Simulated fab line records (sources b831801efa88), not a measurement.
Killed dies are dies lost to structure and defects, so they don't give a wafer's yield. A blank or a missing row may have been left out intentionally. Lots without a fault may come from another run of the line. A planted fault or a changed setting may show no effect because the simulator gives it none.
Chamber matching -- flow gf180mcu -- pecvd-03 running GF_CONTACT_CVD_02: 3 sister chambers
The step deposits SiO2 from TEOS, target thk 860 nm, time 95.992 s. 3 wafers are shown with their chamber, then 9 later ones without.

== WAFERS PAIRED WITH THEIR CHAMBERS ==
wafer,chamber,heater power w (W)
L084.6,0,747
L088.5,1,723
L088.6,2,871

== WAFERS WHOSE CHAMBER IS MISSING ==
wafer,heater power w (W)
L094.4,631
L094.5,825
L094.6,728
L096.1,719
L096.2,789
L096.3,657
L097.1,711
L097.3,712
L097.5,784

== WHICH CHAMBER EACH WENT THROUGH ==
wafer,from the rows above,in truth
L094.4,can't be placed: 1 or 0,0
L094.5,can't be placed: 2 or 0 or 1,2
L094.6,can't be placed: 1 or 0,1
L096.1,can't be placed: 1 or 0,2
L096.2,can't be placed: 0 or 1 or 2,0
L096.3,can't be placed: 1 or 0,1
L097.1,can't be placed: 1 or 0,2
L097.3,can't be placed: 1 or 0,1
L097.5,can't be placed: 0 or 1 or 2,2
Placed correctly: 0 of 9. These rows do not allow placing 9 (true chamber among the candidates in 7). Placed wrongly: 0.
How it was worked out, from the rows above alone: a wafer's distance from a chamber is the root of the sum, over the readings, of the square of ((its reading less the chamber's mean) divided by the reading's scatter). The wafer belongs to the nearest chamber; if the next one is less than 2 further off, it can't be placed. A chamber's mean is the mean of its shown wafers. The scatter: with one shown wafer a chamber, the root of the mean of the squares of how far each hidden wafer lies from its nearest shown one.
